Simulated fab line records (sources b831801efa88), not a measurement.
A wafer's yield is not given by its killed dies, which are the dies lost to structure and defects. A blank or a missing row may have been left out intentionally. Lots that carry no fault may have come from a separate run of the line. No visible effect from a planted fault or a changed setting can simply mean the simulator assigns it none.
fab line records    flow sky130    part 1 of 2: steps 1 to 28 of 37
record lots=5  wafers=15  last_day=49
route steps=708 shown METAL3@569 VIA3@573 METAL4@598 CAP2M@603
lots untouched by any fault: they come from a run of this same line in which no faults occurred
start_h: hours from the record's opening day to when the first of the lot's shown wafers began    wait_h: hours since the lot's step before    " repeats the value in the row above    L1.1+2: one row covering several wafers at once    - value missing, or start not given    * or withheld: withheld    < > ~ a bound
route shown NAME@n: names a module that has steps shown in the file, with the first one's number in the route    usual: mean and standard deviation over wafers with no fault    same: alike in all rows    chamber/n: place in a boat    sites: each site's reading    _std_site: standard deviation of those values    _edge_site: mean of outer sites minus mean of inner sites    radius_mm: how far each site lies from the wafer's centre    mask NAME#n: copy n    behind: the last tool/chamber to shape the wafer    hold: the reason the lot was held/the length of the hold in hours/how it ended    device: transistor that didn't switch, given as n, p or np    end of line: at the end of the route, the tests of the same wafers    a step with no rows: only its recipe    killed: at the first sort, the dies lost to defects and structure; wafer yield is something else    map: a wafer's dies, marking killed ones x, the rest . and places with no die _
set.NAME: the run value of the setting; set.NAME@STEP: its run value at that earlier step    model.NAME: the simulator's own value behind a step, which no gauge read
lots at some steps of the route; a table a step, a row a wafer
services: from which hour (start_h, from the record's first day; less than 0 if before it) a tool's chamber was out of use, for how many hours, and why
## steps
# step SKY_METAL3_STRIP_19
# recipe chemistry=O2/N2  power_w=1400  pressure_mtorr=1500  platen_temp_c=withheld  o2_flow_sccm=3000  n2_flow_sccm=300  overash_fraction=0.5
# usual drypump_motor_current_A=5.7/0.42  oes_product_au=0.502/0.0054  strip_time_to_endpoint_s=6.52/0.074
lot.wafer  tool             chamber  start_h  wait_h  drypump_motor_current_A  oes_product_au  rf_hours_counter_h  strip_time_to_endpoint_s
L076.1     plasma_asher-03  0        913.35   0.1     5.3                      0.502           75                  6.48
L076.2     "                1        "        "       4.9                      0.506           75                  6.43
L076.4     "                1        "        "       4.8                      0.501           -                   6.45
L082.2     plasma_asher-04  1        957.62   0.1     6.3                      0.506           54                  6.45
L082.5     "                1        "        "       6.3                      0.517           -                   6.59
L082.6     "                0        "        "       5.8                      0.498           -                   6.39
L083.2     plasma_asher-02  0        966.05   0.1     5.7                      0.486           113                 6.39
L083.3     "                1        "        "       5.8                      0.507           -                   6.59
L083.5     "                1        "        "       5.8                      0.505           -                   6.57
L085.1     plasma_asher-02  1        990.72   0.1     5.8                      0.495           116                 6.40
L085.2     "                0        "        "       5.7                      0.490           116                 6.36
L085.6     "                0        "        "       5.7                      0.498           -                   6.36
L089.3     plasma_asher-02  1        1013.19  0.2     5.8                      0.507           -                   6.54
L089.4     "                0        "        "       5.7                      0.506           -                   6.54
L089.6     "                1        "        "       5.8                      0.505           -                   6.49
# step SKY_METAL3_STRIP_20
# recipe chemistry=post_etch_residue_remover  time_s=1200  temp_c=72.5
lot.wafer   tool          chamber  start_h  wait_h
L076.1+2+4  wet_bench-01  3        913.45   0.1
L082.2+5+6  wet_bench-01  1        957.72   0.1
L083.2+3+5  wet_bench-01  2        966.32   0.2
L085.1+2+6  wet_bench-01  2        990.82   0.1
L089.3+4+6  wet_bench-01  3        1013.28  0.1
# step SKY_METAL3_CLEAN_21
# recipe chemistry=IPA  time_s=180  temp_c=25
lot.wafer   tool          chamber  start_h  wait_h
L076.1+2+4  wet_bench-04  1        913.83   0.0
L082.2+5+6  wet_bench-03  1        958.06   0.0
L083.2+3+5  wet_bench-01  0        966.72   0.1
L085.1+2+6  wet_bench-03  0        991.24   0.1
L089.3+4+6  wet_bench-04  2        1013.63  0.0
# step SKY_METAL3_CLEAN_22
# recipe chemistry=O3/DIW  dry=n2_spin
lot.wafer   tool          chamber  start_h  wait_h
L076.1+2+4  wet_bench-03  2        913.95   0.0
L082.2+5+6  wet_bench-04  1        958.12   0.0
L083.2+3+5  wet_bench-03  1        966.89   0.1
L085.1+2+6  wet_bench-04  2        991.33   0.0
L089.3+4+6  wet_bench-04  1        1013.68  0.0
# step SKY_VIA3_HDPCVD_00
# recipe material=SiO2  target_thk_nm=1635  sigma_open_frac=0.3  time_s=272.5  temp_c=400  sih4_flow_sccm=60  pressure_mtorr=6
# usual pressure_mtorr=6.000/0.013  sih4_flow_sccm=60.00/0.16
lot.wafer  tool       chamber  start_h  wait_h  pressure_mtorr  sih4_flow_sccm
L076.1     hdpcvd-01  0        914.04   0.0     5.997           59.70
L076.2     "          2        "        "       6.008           59.97
L076.4     "          2        "        "       5.986           60.20
L082.2     hdpcvd-02  0        958.23   0.0     6.016           59.69
L082.5     "          2        "        "       6.004           59.92
L082.6     "          0        "        "       6.016           59.89
L083.2     hdpcvd-01  2        966.99   0.0     5.996           59.80
L083.3     "          1        "        "       6.005           60.18
L083.5     "          1        "        "       6.017           60.07
L085.1     hdpcvd-01  2        991.43   0.0     6.001           59.92
L085.2     "          1        "        "       5.998           59.63
L085.6     "          0        "        "       6.008           60.24
L089.3     hdpcvd-02  2        1013.78  0.0     6.007           59.99
L089.4     "          0        "        "       6.004           60.00
L089.6     "          2        "        "       6.003           60.14
# step SKY_VIA3_THK_MEAS_01
# recipe reads=SiO2_of_VIA3_HDPCVD_00
# usual VIA3_HDPCVD_THK=1631/18
lot.wafer  tool           chamber  start_h  wait_h  VIA3_HDPCVD_THK[nm]
L076.1     film_metro-01  -        914.21   0.1     1629
L076.2     "              -        "        "       1648
L076.4     "              -        "        "       1651
L082.2     film_metro-02  -        958.41   0.1     1615
L082.5     "              -        "        "       1622
L082.6     "              -        "        "       1619
L083.2     film_metro-01  -        967.17   0.1     1630
L083.3     "              -        "        "       1628
L083.5     "              -        "        "       1638
L085.1     film_metro-04  -        991.60   0.1     1622
L085.2     "              -        "        "       1649
L085.6     "              -        "        "       1601
L089.3     film_metro-01  -        1013.96  0.1     1615
L089.4     "              -        "        "       1592
L089.6     "              -        "        "       1607
# step SKY_VIA3_CMP_02
# recipe material=SiO2  down_force_psi=4  platen_rpm=60  pad_velocity_m_s=0.94248
# usual motor_current_A=12.3/0.91
lot.wafer  tool    chamber  start_h  wait_h  motor_current_A
L076.4     cmp-02  1        914.70   0.4     13.3
L076.2     "       2        "        "       11.2
L076.1     "       0        "        "       12.2
L082.2     cmp-01  0        958.61   0.2     11.9
L082.5     "       1        "        "       13.0
L082.6     "       2        "        "       12.7
L083.3     cmp-01  1        967.32   0.1     11.8
L083.2     "       2        "        "       12.8
L083.5     "       3        "        "       12.0
L085.2     cmp-01  2        991.66   0.0     12.4
L085.1     "       0        "        "       11.8
L085.6     "       3        "        "       11.3
L089.4     cmp-02  1        1014.01  0.0     14.1
L089.3     "       2        "        "       11.9
L089.6     "       1        "        "       13.5
# step SKY_VIA3_BOW_MEAS_03
# recipe mode=bow
# usual VIA3_BOW=80/7.9
lot.wafer  tool           chamber  start_h  wait_h  VIA3_BOW[um]
L076.1     film_metro-04  -        915.00   0.1     73
L076.2     "              -        "        "       83
L076.4     "              -        "        "       76
L082.2     film_metro-04  -        958.78   0.1     82
L082.5     "              -        "        "       74
L082.6     "              -        "        "       93
L083.2     film_metro-04  -        967.54   0.1     76
L083.3     "              -        "        "       77
L083.5     "              -        "        "       83
L085.1     film_metro-01  -        991.96   0.1     75
L085.2     "              -        "        "       82
L085.6     "              -        "        "       81
L089.3     film_metro-01  -        1014.35  0.2     79
L089.4     "              -        "        "       84
L089.6     "              -        "        "       89
# step SKY_VIA3_DEHYDRATE_04
# recipe temp_c=200  time_s=60
# usual chill_plate_temp_C=22.98/0.11
lot.wafer  tool            chamber  start_h  wait_h  chill_plate_temp_C
L076.1     litho_track-01  0        927.06   12.0    23.10
L076.2     "               0        "        "       23.04
L076.4     "               0        "        "       23.01
L082.2     litho_track-01  0        970.23   11.4    22.88
L082.5     "               0        "        "       22.99
L082.6     "               0        "        "       22.86
L083.2     litho_track-02  0        978.64   11.1    22.93
L083.3     "               0        "        "       23.10
L083.5     "               0        "        "       23.06
L085.1     litho_track-01  0        1002.31  10.3    23.08
L085.2     "               0        "        "       22.95
L085.6     "               0        "        "       23.08
L089.3     litho_track-04  0        1024.54  10.2    22.95
L089.4     "               0        "        "       22.94
L089.6     "               0        "        "       22.89
# step SKY_VIA3_HMDS_05
# recipe prime_time_s=60  prime_temp_c=120
# usual chill_plate_temp_C=22.99/0.12
lot.wafer  tool            chamber  start_h  wait_h  chill_plate_temp_C
L076.1     litho_track-01  0        927.21   0.1     23.11
L076.2     "               0        "        "       23.18
L076.4     "               0        "        "       23.09
L082.2     litho_track-01  0        970.38   0.1     23.01
L082.5     "               0        "        "       23.00
L082.6     "               0        "        "       23.12
L083.2     litho_track-02  0        978.79   0.1     22.89
L083.3     "               0        "        "       22.77
L083.5     "               0        "        "       22.82
L085.1     litho_track-01  0        1002.46  0.1     23.04
L085.2     "               0        "        "       22.96
L085.6     "               0        "        "       22.98
L089.3     litho_track-04  0        1024.69  0.1     22.87
L089.4     "               0        "        "       23.01
L089.6     "               0        "        "       22.91
# step SKY_VIA3_COAT_06
# recipe resist=BARC  temp_c=withheld  time_s=withheld  spin_rpm=3000  resist_thk_nm=60
# usual chill_plate_temp_C=*
lot.wafer  tool            chamber  start_h  wait_h  chill_plate_temp_C
L076.1     litho_track-01  0        927.36   0.1     *
L076.2     "               0        "        "       *
L076.4     "               0        "        "       *
L082.2     litho_track-01  0        970.53   0.1     *
L082.5     "               0        "        "       *
L082.6     "               0        "        "       *
L083.2     litho_track-02  0        978.94   0.1     *
L083.3     "               0        "        "       *
L083.5     "               0        "        "       *
L085.1     litho_track-01  0        1002.61  0.1     *
L085.2     "               0        "        "       *
L085.6     "               0        "        "       *
L089.3     litho_track-04  0        1024.84  0.1     *
L089.4     "               0        "        "       *
L089.6     "               0        "        "       *
# step SKY_VIA3_COAT_07
# recipe resist=KrF-thick  spin_rpm=3000  resist_thk_nm=450
# usual chill_plate_temp_C=23.00/0.12
lot.wafer  tool            chamber  start_h  wait_h  chill_plate_temp_C
L076.1     litho_track-01  0        -        -       22.76
L076.2     "               0        "        "       22.96
L076.4     "               0        "        "       22.80
L082.2     litho_track-01  0        -        -       22.87
L082.5     "               0        "        "       22.76
L082.6     "               0        "        "       22.89
L083.2     litho_track-02  0        -        -       23.00
L083.3     "               0        "        "       23.09
L083.5     "               0        "        "       23.06
L085.1     litho_track-01  0        -        -       23.03
L085.2     "               0        "        "       23.01
L085.6     "               0        "        "       22.96
L089.3     litho_track-04  0        -        -       22.86
L089.4     "               0        "        "       22.93
L089.6     "               0        "        "       23.09
# step SKY_VIA3_SOFTBAKE_08
# recipe temp_c=100  time_s=90  resist=KrF-thick
# usual chill_plate_temp_C=22.99/0.092
lot.wafer  tool            chamber  start_h  wait_h  chill_plate_temp_C
L076.1     litho_track-01  0        -        -       22.87
L076.2     "               0        "        "       23.19
L076.4     "               0        "        "       23.15
L082.2     litho_track-01  0        -        -       23.12
L082.5     "               0        "        "       23.05
L082.6     "               0        "        "       23.09
L083.2     litho_track-02  0        -        -       22.98
L083.3     "               0        "        "       23.21
L083.5     "               0        "        "       23.01
L085.1     litho_track-01  0        -        -       22.92
L085.2     "               0        "        "       23.05
L085.6     "               0        "        "       22.99
L089.3     litho_track-04  0        -        -       23.09
L089.4     "               0        "        "       22.97
L089.6     "               0        "        "       23.04
# step SKY_VIA3_EXPOSE_09
# recipe mask_id=VIM3  na=0.8  source_shape=annular  sigma_inner=0.55  sigma_outer=0.85  target_cd_nm=200  dose_mj=38
# same sigma_outer=0.85
lot.wafer   tool            chamber  start_h  wait_h  mask
L076.1+2+4  krf_scanner-01  0        -        -       VIM3#0
L082.2+5+6  krf_scanner-01  0        -        -       VIM3#0
L083.2+3+5  krf_scanner-01  0        -        -       VIM3#0
L085.1+2+6  krf_scanner-01  0        -        -       VIM3#0
L089.3+4+6  krf_scanner-02  0        -        -       VIM3#0
# step SKY_VIA3_PEB_10
# recipe peb_temp_c=withheld  peb_time_s=withheld  resist=KrF-thick
# usual chill_plate_temp_C=*
lot.wafer  tool            chamber  start_h  wait_h  chill_plate_temp_C
L076.1     litho_track-02  0        -        -       *
L076.2     "               0        "        "       *
L076.4     "               0        "        "       *
L082.2     litho_track-01  0        -        -       *
L082.5     "               0        "        "       *
L082.6     "               0        "        "       *
L083.2     litho_track-02  0        -        -       *
L083.3     "               0        "        "       *
L083.5     "               0        "        "       *
L085.1     litho_track-04  0        -        -       *
L085.2     "               0        "        "       *
L085.6     "               0        "        "       *
L089.3     litho_track-04  0        -        -       *
L089.4     "               0        "        "       *
L089.6     "               0        "        "       *
# step SKY_VIA3_DEVELOP_11
# recipe develop_time_s=60  resist=KrF-thick  dev_temp_c=21
# usual chill_plate_temp_C=23.03/0.097
lot.wafer  tool            chamber  start_h  wait_h  chill_plate_temp_C
L076.1     litho_track-02  0        -        -       22.80
L076.2     "               0        "        "       23.03
L076.4     "               0        "        "       23.04
L082.2     litho_track-01  0        -        -       23.05
L082.5     "               0        "        "       23.10
L082.6     "               0        "        "       23.09
L083.2     litho_track-02  0        -        -       22.92
L083.3     "               0        "        "       22.96
L083.5     "               0        "        "       22.90
L085.1     litho_track-04  0        -        -       23.17
L085.2     "               0        "        "       23.01
L085.6     "               0        "        "       23.24
L089.3     litho_track-04  0        -        -       22.92
L089.4     "               0        "        "       22.95
L089.6     "               0        "        "       23.04
# step SKY_VIA3_CD_MEAS_12
# recipe target_cd_nm=200
# usual cd_nm=200.1/1.2
lot.wafer  tool       chamber  start_h  wait_h  cd_nm
L076.1     cd_sem-02  -        939.61   -       200.1
L076.2     "          -        "        "       201.1
L076.4     "          -        "        "       202.0
L082.2     cd_sem-01  -        982.68   -       199.6
L082.5     "          -        "        "       200.2
L082.6     "          -        "        "       201.4
L083.2     cd_sem-01  -        990.83   -       200.3
L083.3     "          -        "        "       199.8
L083.5     "          -        "        "       200.4
L085.1     cd_sem-01  -        1015.24  -       200.9
L085.2     "          -        "        "       200.6
L085.6     "          -        "        "       202.3
L089.3     cd_sem-02  -        1036.63  -       197.6
L089.4     "          -        "        "       200.5
L089.6     "          -        "        "       200.0
# step SKY_VIA3_OVL_MEAS_13
# usual VIA3_OVL=0/5.3
lot.wafer  tool        chamber  start_h  wait_h  VIA3_OVL[nm]
L076.1     overlay-02  -        939.73   0.1     -10
L076.2     "           -        "        "       -5
L076.4     "           -        "        "       -8
L082.2     overlay-02  -        982.79   0.1     14
L082.5     "           -        "        "       9
L082.6     "           -        "        "       3
L083.2     overlay-01  -        990.94   0.1     2
L083.3     "           -        "        "       4
L083.5     "           -        "        "       4
L085.1     overlay-01  -        1015.36  0.1     -7
L085.2     "           -        "        "       1
L085.6     "           -        "        "       -3
L089.3     overlay-02  -        1036.72  0.1     6
L089.4     "           -        "        "       -1
L089.6     "           -        "        "       8
# step SKY_VIA3_ETCH_14
# recipe chemistry=N2/H2  target=BARC  ion_energy_ev=200  source_w=500  bias_w=100  pressure_mtorr=30  n2_flow_sccm=100  h2_flow_sccm=200  stop_on=SiO2  time_s=45.9  target_depth_a=600
# usual drypump_motor_current_A=5.7/0.48  oes_product_au=0.854/0.0046  throttle_valve_pct=13.224/0.0094
lot.wafer  tool         chamber  start_h  wait_h  drypump_motor_current_A  oes_product_au  rf_hours_counter_h  throttle_valve_pct
L076.1     rie_diel-03  0        939.77   0.0     5.0                      0.855           2                   13.239
L076.2     "            1        "        "       5.6                      0.848           16                  13.198
L076.4     "            2        "        "       5.8                      0.857           16                  13.222
L082.2     rie_diel-03  3        982.82   0.0     6.1                      0.854           13                  13.230
L082.5     "            3        "        "       6.1                      0.847           -                   13.215
L082.6     "            2        "        "       5.8                      0.851           -                   13.232
L083.2     rie_diel-03  1        990.97   0.0     5.6                      0.847           18                  13.228
L083.3     "            0        "        "       5.0                      0.847           3                   13.217
L083.5     "            0        "        "       5.0                      0.850           -                   13.217
L085.1     rie_diel-01  1        1015.39  0.0     5.9                      0.853           12                  13.236
L085.2     "            0        "        "       4.9                      0.853           7                   13.218
L085.6     "            1        "        "       5.9                      0.853           -                   13.213
L089.3     rie_diel-03  2        1036.74  0.0     5.8                      0.848           19                  13.239
L089.4     "            2        "        "       5.8                      0.855           -                   13.213
L089.6     "            0        "        "       5.0                      0.852           -                   13.215
# step SKY_VIA3_ETCH_15
# recipe target=SiO2  chemistry=C4F8/O2/Ar  target_depth_nm=507  stop_on=TiN  mask_material=KrF-thick  source_w=1500  bias_w=1200  pressure_mtorr=40  c4f8_flow_sccm=withheld  O2_flow_sccm=6  Ar_flow_sccm=300  time_s=78
# usual oes_product_au=0.946/0.0049
lot.wafer  tool         chamber  start_h  wait_h  oes_product_au  rf_hours_counter_h
L076.1     rie_diel-03  0        939.81   0.0     0.937           2
L076.2     "            1        "        "       0.947           16
L076.4     "            2        "        "       0.940           16
L082.2     rie_diel-03  3        982.86   0.0     0.937           13
L082.5     "            3        "        "       0.944           -
L082.6     "            2        "        "       0.940           -
L083.2     rie_diel-03  1        991.01   0.0     0.945           18
L083.3     "            0        "        "       0.947           3
L083.5     "            0        "        "       0.950           -
L085.1     rie_diel-01  1        1015.43  0.0     0.947           12
L085.2     "            0        "        "       0.947           8
L085.6     "            1        "        "       0.948           -
L089.3     rie_diel-03  2        1036.78  0.0     0.945           19
L089.4     "            2        "        "       0.944           -
L089.6     "            0        "        "       0.949           -
# step SKY_VIA3_STRIP_16
# recipe chemistry=O2/N2  power_w=1400  pressure_mtorr=1500  platen_temp_c=withheld  o2_flow_sccm=3000  n2_flow_sccm=300  overash_fraction=0.5
# usual drypump_motor_current_A=5.7/0.36  oes_product_au=0.401/0.0048  strip_time_to_endpoint_s=4.126/0.024
lot.wafer  tool             chamber  start_h  wait_h  drypump_motor_current_A  oes_product_au  rf_hours_counter_h  strip_time_to_endpoint_s
L076.1     plasma_asher-02  1        939.87   0.0     5.8                      0.399           111                 4.131
L076.2     "                0        "        "       5.7                      0.399           111                 4.083
L076.4     "                1        "        "       5.8                      0.398           -                   4.168
L082.2     plasma_asher-02  1        982.92   0.0     5.8                      0.403           115                 4.150
L082.5     "                0        "        "       5.7                      0.405           -                   4.137
L082.6     "                1        "        "       5.8                      0.404           -                   4.167
L083.2     plasma_asher-01  0        991.07   0.0     5.1                      0.399           25                  4.116
L083.3     "                0        "        "       5.1                      0.393           -                   4.119
L083.5     "                0        "        "       5.1                      0.408           -                   4.108
L085.1     plasma_asher-02  0        1015.49  0.0     5.7                      0.399           118                 4.155
L085.2     "                1        "        "       5.8                      0.404           118                 4.113
L085.6     "                1        "        "       5.8                      0.400           -                   4.108
L089.3     plasma_asher-04  0        1036.88  0.1     5.8                      0.401           -                   4.164
L089.4     "                1        "        "       6.3                      0.400           -                   4.175
L089.6     "                0        "        "       5.8                      0.390           -                   4.115
# step SKY_VIA3_STRIP_17
# recipe chemistry=post_etch_residue_remover  time_s=1200  temp_c=72.5
lot.wafer   tool          chamber  start_h  wait_h
L076.1+2+4  wet_bench-01  0        939.97   0.1
L082.2+5+6  wet_bench-01  0        983.02   0.1
L083.2+3+5  wet_bench-02  3        991.17   0.1
L085.1+2+6  wet_bench-02  0        1015.59  0.1
L089.3+4+6  wet_bench-04  2        1036.94  0.0
# step SKY_VIA3_CLEAN_18
# recipe chemistry=IPA  time_s=180  temp_c=25
lot.wafer   tool          chamber  start_h  wait_h
L076.1+2+4  wet_bench-04  0        940.31   0.0
L082.2+5+6  wet_bench-02  1        983.36   0.0
L083.2+3+5  wet_bench-01  2        991.51   0.0
L085.1+2+6  wet_bench-04  1        1015.94  0.0
L089.3+4+6  wet_bench-01  3        1037.29  0.0
# step SKY_VIA3_CLEAN_19
# recipe chemistry=O3/DIW  dry=n2_spin
lot.wafer   tool          chamber  start_h  wait_h
L076.1+2+4  wet_bench-02  0        940.37   0.0
L082.2+5+6  wet_bench-04  2        983.42   0.0
L083.2+3+5  wet_bench-02  3        991.57   0.0
L085.1+2+6  wet_bench-02  3        1015.99  0.0
L089.3+4+6  wet_bench-02  1        1037.36  0.0
# step SKY_VIA3_SPUTTER_20
# recipe material=TiN  target_thk_nm=20  chamber_pressure_pa=5  power_w=4000  time_s=80
# usual throttle_valve_pct=29.2/0.98
lot.wafer  tool            chamber  start_h  wait_h  throttle_valve_pct
L076.1     pvd_sputter-01  -        940.46   0.0     28.9
L076.2     "               -        "        "       28.7
L076.4     "               -        "        "       29.7
L082.2     pvd_sputter-02  -        983.51   0.0     28.0
L082.5     "               -        "        "       31.3
L082.6     "               -        "        "       29.2
L083.2     pvd_sputter-02  -        991.66   0.0     29.4
L083.3     "               -        "        "       29.9
L083.5     "               -        "        "       27.8
L085.1     pvd_sputter-01  -        1016.09  0.0     29.6
L085.2     "               -        "        "       29.5
L085.6     "               -        "        "       29.5
L089.3     pvd_sputter-02  -        1037.45  0.0     30.1
L089.4     "               -        "        "       27.7
L089.6     "               -        "        "       29.7
# step SKY_VIA3_CVD_21
# recipe material=W  target_thk_nm=390  time_s=117.31  temp_c=400  pressure_torr=40
# usual heater_power_w=878/88
lot.wafer  tool      chamber  start_h  wait_h  heater_power_w
L076.1     cvd_w-02  1        940.52   0.0     896
L076.2     "         0        "        "       983
L076.4     "         1        "        "       890
L082.2     cvd_w-02  0        983.57   0.0     991
L082.5     "         0        "        "       983
L082.6     "         1        "        "       886
L083.2     cvd_w-01  1        991.73   0.0     804
L083.3     "         0        "        "       805
L083.5     "         1        "        "       789
L085.1     cvd_w-01  0        1016.26  0.1     810
L085.2     "         1        "        "       807
L085.6     "         0        "        "       818
L089.3     cvd_w-01  0        1037.55  0.1     812
L089.4     "         1        "        "       805
L089.6     "         1        "        "       801
# step SKY_VIA3_RS_MEAS_22
# recipe thk_meas_gauge=four-point-probe  reads=W_of_VIA3_CVD_21+TiN_of_VIA3_SPUTTER_20
# usual VIA3_W_RS=0.2923/0.0027
lot.wafer  tool           chamber  start_h  wait_h  VIA3_W_RS[ohm/sq]
L076.1     film_metro-01  -        940.65   0.1     0.2863
L076.2     "              -        "        "       0.2883
L076.4     "              -        "        "       0.2878
L082.2     film_metro-01  -        983.71   0.1     0.2931
L082.5     "              -        "        "       0.2941
L082.6     "              -        "        "       0.2930
L083.2     film_metro-02  -        991.87   0.1     0.2918
L083.3     "              -        "        "       0.2904
L083.5     "              -        "        "       0.2890
L085.1     film_metro-04  -        1016.38  0.1     0.2931
L085.2     "              -        "        "       0.2948
L085.6     "              -        "        "       0.3003
L089.3     film_metro-04  -        1037.67  0.1     0.2926
L089.4     "              -        "        "       0.2936
L089.6     "              -        "        "       0.2936
# step SKY_VIA3_THK_MEAS_23
# recipe thk_meas_gauge=xrf  reads=W_of_VIA3_CVD_21
# usual VIA3_W_THK=388/4.6
lot.wafer  tool           chamber  start_h  wait_h  VIA3_W_THK[nm]
L076.1     film_metro-01  -        940.77   0.1     399
L076.2     "              -        "        "       393
L076.4     "              -        "        "       395
L082.2     film_metro-01  -        983.82   0.1     388
L082.5     "              -        "        "       388
L082.6     "              -        "        "       390
L083.2     film_metro-02  -        991.98   0.1     383
L083.3     "              -        "        "       386
L083.5     "              -        "        "       389
L085.1     film_metro-04  -        1016.50  0.1     391
L085.2     "              -        "        "       392
L085.6     "              -        "        "       382
L089.3     film_metro-04  -        1037.77  0.1     387
L089.4     "              -        "        "       388
L089.6     "              -        "        "       388
